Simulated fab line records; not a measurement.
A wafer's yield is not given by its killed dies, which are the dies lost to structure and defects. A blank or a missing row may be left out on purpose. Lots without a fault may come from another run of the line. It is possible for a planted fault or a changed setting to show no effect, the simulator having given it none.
What tool caused it? :: flow gf180mcu :: 36 wafers from 12 lots sampled at 5 of the route's 602 steps

## WHAT THE GAUGES READ, wafer by wafer
GF_CONTACT_THK_MEAS_01.
lot: L290
measured: day 15 09:22
on: film metro-01
CONTACT_CVD_00_THK (nm): 294.5 296.1 296.7

lot: L291
measured: day 15 14:47
on: film metro-03
CONTACT_CVD_00_THK (nm): 300.0 301.1 297.4

lot: L296
measured: day 17 22:15
on: film metro-03
CONTACT_CVD_00_THK (nm): 302.6 256.2 258.3

lot: L298
measured: day 18 02:22
on: film metro-01
CONTACT_CVD_00_THK (nm): 299.0 256.8 299.4

lot: L300
measured: day 18 17:50
on: film metro-01
CONTACT_CVD_00_THK (nm): 297.2 297.5 295.7

lot: L305
measured: day 20 14:28
on: film metro-03
CONTACT_CVD_00_THK (nm): 301.6 304.2 301.2

lot: L306
measured: day 20 20:31
on: film metro-01
CONTACT_CVD_00_THK (nm): 299.6 300.2 298.8

lot: L307
measured: day 21 06:39
on: film metro-03
CONTACT_CVD_00_THK (nm): 303.3 300.5 299.7

lot: L308
measured: day 21 13:02
on: film metro-01
CONTACT_CVD_00_THK (nm): 299.2 297.6 299.2

lot: L310
measured: day 22 10:00
on: film metro-03
CONTACT_CVD_00_THK (nm): 300.7 299.3 298.9

lot: L311
measured: day 22 17:57
on: film metro-03
CONTACT_CVD_00_THK (nm): 302.6 299.7 298.4

lot: L313
measured: day 23 06:40
on: film metro-03
CONTACT_CVD_00_THK (nm): 302.1 299.2 304.0

## WHICH TOOL RAN EACH LOT (tool, then ch and the chambers of the sampled wafers, then the start)
lot: L290
GF_SAB_STRIP_13: plasma asher-04 ch 0,1, day 15 08:36
GF_SALICIDE_SPUTTER_02: pvd sputter-01, day 15 08:47
GF_SALICIDE_RTA_06: rtp anneal-01 ch 0, day 15 09:02
GF_CONTACT_CVD_00: hdpcvd-02 ch 0,2, day 15 09:19

lot: L291
GF_SAB_STRIP_13: plasma asher-04 ch 0,1, day 15 14:01
GF_SALICIDE_SPUTTER_02: pvd sputter-02, day 15 14:11
GF_SALICIDE_RTA_06: rtp anneal-02 ch 0, day 15 14:27
GF_CONTACT_CVD_00: hdpcvd-02 ch 0,1,2, day 15 14:43

lot: L296
GF_SAB_STRIP_13: plasma asher-04 ch 0,1, day 17 21:26
GF_SALICIDE_SPUTTER_02: pvd sputter-03, day 17 21:41
GF_SALICIDE_RTA_06: rtp anneal-02 ch 0, day 17 21:55
GF_CONTACT_CVD_00: hdpcvd-02 ch 0,1, day 17 22:12

lot: L298
GF_SAB_STRIP_13: plasma asher-01 ch 0,1, day 18 01:36
GF_SALICIDE_SPUTTER_02: pvd sputter-01, day 18 01:47
GF_SALICIDE_RTA_06: rtp anneal-02 ch 0, day 18 02:01
GF_CONTACT_CVD_00: hdpcvd-02 ch 0,2, day 18 02:19

lot: L300
GF_SAB_STRIP_13: plasma asher-04 ch 0,1, day 18 16:53
GF_SALICIDE_SPUTTER_02: pvd sputter-01, day 18 17:10
GF_SALICIDE_RTA_06: rtp anneal-01 ch 0, day 18 17:25
GF_CONTACT_CVD_00: hdpcvd-01 ch 0,1,2, day 18 17:47

lot: L305
GF_SAB_STRIP_13: plasma asher-04 ch 0,1, day 20 13:42
GF_SALICIDE_SPUTTER_02: pvd sputter-01, day 20 13:52
GF_SALICIDE_RTA_06: rtp anneal-01 ch 0, day 20 14:08
GF_CONTACT_CVD_00: hdpcvd-01 ch 0,1,2, day 20 14:24

lot: L306
GF_SAB_STRIP_13: plasma asher-01 ch 0,1, day 20 19:46
GF_SALICIDE_SPUTTER_02: pvd sputter-01, day 20 19:57
GF_SALICIDE_RTA_06: rtp anneal-02 ch 0, day 20 20:11
GF_CONTACT_CVD_00: hdpcvd-01 ch 1,2, day 20 20:29

lot: L307
GF_SAB_STRIP_13: plasma asher-01 ch 0,1, day 21 05:53
GF_SALICIDE_SPUTTER_02: pvd sputter-01, day 21 06:05
GF_SALICIDE_RTA_06: rtp anneal-02 ch 0, day 21 06:19
GF_CONTACT_CVD_00: hdpcvd-02 ch 1,2, day 21 06:37

lot: L308
GF_SAB_STRIP_13: plasma asher-03 ch 0,1, day 21 12:09
GF_SALICIDE_SPUTTER_02: pvd sputter-02, day 21 12:22
GF_SALICIDE_RTA_06: rtp anneal-01 ch 0, day 21 12:36
GF_CONTACT_CVD_00: hdpcvd-01 ch 0,1, day 21 12:59

lot: L310
GF_SAB_STRIP_13: plasma asher-03 ch 0,1, day 22 08:50
GF_SALICIDE_SPUTTER_02: pvd sputter-03, day 22 08:59
GF_SALICIDE_RTA_06: rtp anneal-02 ch 0, day 22 09:16
GF_CONTACT_CVD_00: hdpcvd-01 ch 0,2, day 22 09:31

lot: L311
GF_SAB_STRIP_13: plasma asher-04 ch 0,1, day 22 17:10
GF_SALICIDE_SPUTTER_02: pvd sputter-02, day 22 17:22
GF_SALICIDE_RTA_06: rtp anneal-01 ch 0, day 22 17:36
GF_CONTACT_CVD_00: hdpcvd-02 ch 0,1,2, day 22 17:55

lot: L313
GF_SAB_STRIP_13: plasma asher-04 ch 0,1, day 23 05:55
GF_SALICIDE_SPUTTER_02: pvd sputter-03, day 23 06:05
GF_SALICIDE_RTA_06: rtp anneal-02 ch 0, day 23 06:20
GF_CONTACT_CVD_00: hdpcvd-01 ch 0,2, day 23 06:36
- GF_SAB_STRIP_13: strips in O2/N2.
- GF_SALICIDE_SPUTTER_02: material Co, target thk 10 nm, time 20 s.
- GF_SALICIDE_RTA_06: time 30 s.
- GF_CONTACT_CVD_00: deposits SiO2, target thk 300 nm, time 50 s.

## AS READ BY THE TOOLS THEMSELVES (means over the sampled wafers that have a number; for cases with no such wafer, the mark the record gives instead)
GF_SAB_STRIP_13.
lot: L290
tool: plasma asher-04
drypump motor current A (A): 5.1
heater power w (W): 314
oes product au (a.u.): 0.711
strip time to endpoint s (s): 12.56

lot: L291
tool: plasma asher-04
drypump motor current A (A): 5.1
heater power w (W): 311
oes product au (a.u.): 0.706
strip time to endpoint s (s): 12.56

lot: L296
tool: plasma asher-04
drypump motor current A (A): 5.1
heater power w (W): 310
oes product au (a.u.): 0.712
strip time to endpoint s (s): 12.54

lot: L298
tool: plasma asher-01
drypump motor current A (A): 6.0
heater power w (W): 328
oes product au (a.u.): 0.707
strip time to endpoint s (s): 12.58

lot: L300
tool: plasma asher-04
drypump motor current A (A): 5.5
heater power w (W): 293
oes product au (a.u.): 0.707
strip time to endpoint s (s): 12.53

lot: L305
tool: plasma asher-04
drypump motor current A (A): 5.5
heater power w (W): 292
oes product au (a.u.): 0.710
strip time to endpoint s (s): 12.53

lot: L306
tool: plasma asher-01
drypump motor current A (A): 6.0
heater power w (W): 327
oes product au (a.u.): 0.711
strip time to endpoint s (s): 12.57

lot: L307
tool: plasma asher-01
drypump motor current A (A): 6.0
heater power w (W): 328
oes product au (a.u.): 0.710
strip time to endpoint s (s): 12.59

lot: L308
tool: plasma asher-03
drypump motor current A (A): 6.0
heater power w (W): 307
oes product au (a.u.): 0.713
strip time to endpoint s (s): 12.57

lot: L310
tool: plasma asher-03
drypump motor current A (A): 6.0
heater power w (W): 306
oes product au (a.u.): 0.709
strip time to endpoint s (s): 12.49

lot: L311
tool: plasma asher-04
drypump motor current A (A): 5.1
heater power w (W): 310
oes product au (a.u.): 0.708
strip time to endpoint s (s): 12.58

lot: L313
tool: plasma asher-04
drypump motor current A (A): 5.5
heater power w (W): 289
oes product au (a.u.): 0.712
strip time to endpoint s (s): 12.53

GF_SALICIDE_SPUTTER_02.
lot: L290
tool: pvd sputter-01
throttle valve pct (%): 30.5

lot: L291
tool: pvd sputter-02
throttle valve pct (%): 29.9

lot: L296
tool: pvd sputter-03
throttle valve pct (%): 30.2

lot: L298
tool: pvd sputter-01
throttle valve pct (%): 30.7

lot: L300
tool: pvd sputter-01
throttle valve pct (%): 30.6

lot: L305
tool: pvd sputter-01
throttle valve pct (%): 30.5

lot: L306
tool: pvd sputter-01
throttle valve pct (%): 30.2

lot: L307
tool: pvd sputter-01
throttle valve pct (%): 30.5

lot: L308
tool: pvd sputter-02
throttle valve pct (%): 29.0

lot: L310
tool: pvd sputter-03
throttle valve pct (%): 30.6

lot: L311
tool: pvd sputter-02
throttle valve pct (%): 30.3

lot: L313
tool: pvd sputter-03
throttle valve pct (%): 28.9

GF_SALICIDE_RTA_06.
lot: L290
tool: rtp anneal-01
lamp power pct (%): 7.2
wafer_temp_C_max: 533.5

lot: L291
tool: rtp anneal-02
lamp power pct (%): 6.0
wafer_temp_C_max: 532.1

lot: L296
tool: rtp anneal-02
lamp power pct (%): 6.0
wafer_temp_C_max: 532.5

lot: L298
tool: rtp anneal-02
lamp power pct (%): 6.0
wafer_temp_C_max: 532.1

lot: L300
tool: rtp anneal-01
lamp power pct (%): 7.2
wafer_temp_C_max: 534.1

lot: L305
tool: rtp anneal-01
lamp power pct (%): 7.1
wafer_temp_C_max: 534.5

lot: L306
tool: rtp anneal-02
lamp power pct (%): 6.0
wafer_temp_C_max: 532.5

lot: L307
tool: rtp anneal-02
lamp power pct (%): 6.0
wafer_temp_C_max: 532.2

lot: L308
tool: rtp anneal-01
lamp power pct (%): 7.2
wafer_temp_C_max: 535.4

lot: L310
tool: rtp anneal-02
lamp power pct (%): 6.0
wafer_temp_C_max: 532.6

lot: L311
tool: rtp anneal-01
lamp power pct (%): 7.2
wafer_temp_C_max: 534.9

lot: L313
tool: rtp anneal-02
lamp power pct (%): 6.0
wafer_temp_C_max: 532.7

GF_CONTACT_CVD_00.
lot: L290
tool: hdpcvd-02
sih4 flow sccm (sccm): 60.11

lot: L291
tool: hdpcvd-02
sih4 flow sccm (sccm): 59.78

lot: L296
tool: hdpcvd-02
sih4 flow sccm (sccm): 54.02

lot: L298
tool: hdpcvd-02
sih4 flow sccm (sccm): 56.73

lot: L300
tool: hdpcvd-01
sih4 flow sccm (sccm): 59.97

lot: L305
tool: hdpcvd-01
sih4 flow sccm (sccm): 59.86

lot: L306
tool: hdpcvd-01
sih4 flow sccm (sccm): 60.14

lot: L307
tool: hdpcvd-02
sih4 flow sccm (sccm): 60.08

lot: L308
tool: hdpcvd-01
sih4 flow sccm (sccm): 59.97

lot: L310
tool: hdpcvd-01
sih4 flow sccm (sccm): 59.96

lot: L311
tool: hdpcvd-02
sih4 flow sccm (sccm): 59.91

lot: L313
tool: hdpcvd-01
sih4 flow sccm (sccm): 60.14

## THE ANSWER, worked out from the rows above alone
Rule: the lots themselves supply what counts as usual. Put in order of their means at a reading, lots are off if they are a third of the lots or fewer, leave a main group of 4 or more, and stand apart from it by a gap of 3 or more times the standard deviation of the main group's means; of several such gaps the widest counts. A main group whose means are all the same, to the digits that the tables above print for the reading, isn't used. A lot without any number at a reading at which 4 lots or more have one is off too. All remaining lots with rows at the step are treated as sound. The gauges are gone through in route order, then the tools' own readings, and for those a lot's mean is taken as printed above. The first step at which some lot is off is used, and at that step the reading that is off furthest; a lot without a number counts as furthest.
Off: L296, L298, seen at GF_CONTACT_THK_MEAS_01 (CONTACT_CVD_00_THK). Main group: mean 299.5 nm, sd 2.
A tool fits if, at a process step before that reading, it ran every lot that is off, and no sound lot after the first of them. The gauges at GF_CONTACT_THK_MEAS_01 aren't tried: what is off there is off at GF_CONTACT_CVD_00 too, on other tools, and a gauge's error can't cause that. No candidate that was tried fits.

## WHAT THE SIMULATOR PUT IN
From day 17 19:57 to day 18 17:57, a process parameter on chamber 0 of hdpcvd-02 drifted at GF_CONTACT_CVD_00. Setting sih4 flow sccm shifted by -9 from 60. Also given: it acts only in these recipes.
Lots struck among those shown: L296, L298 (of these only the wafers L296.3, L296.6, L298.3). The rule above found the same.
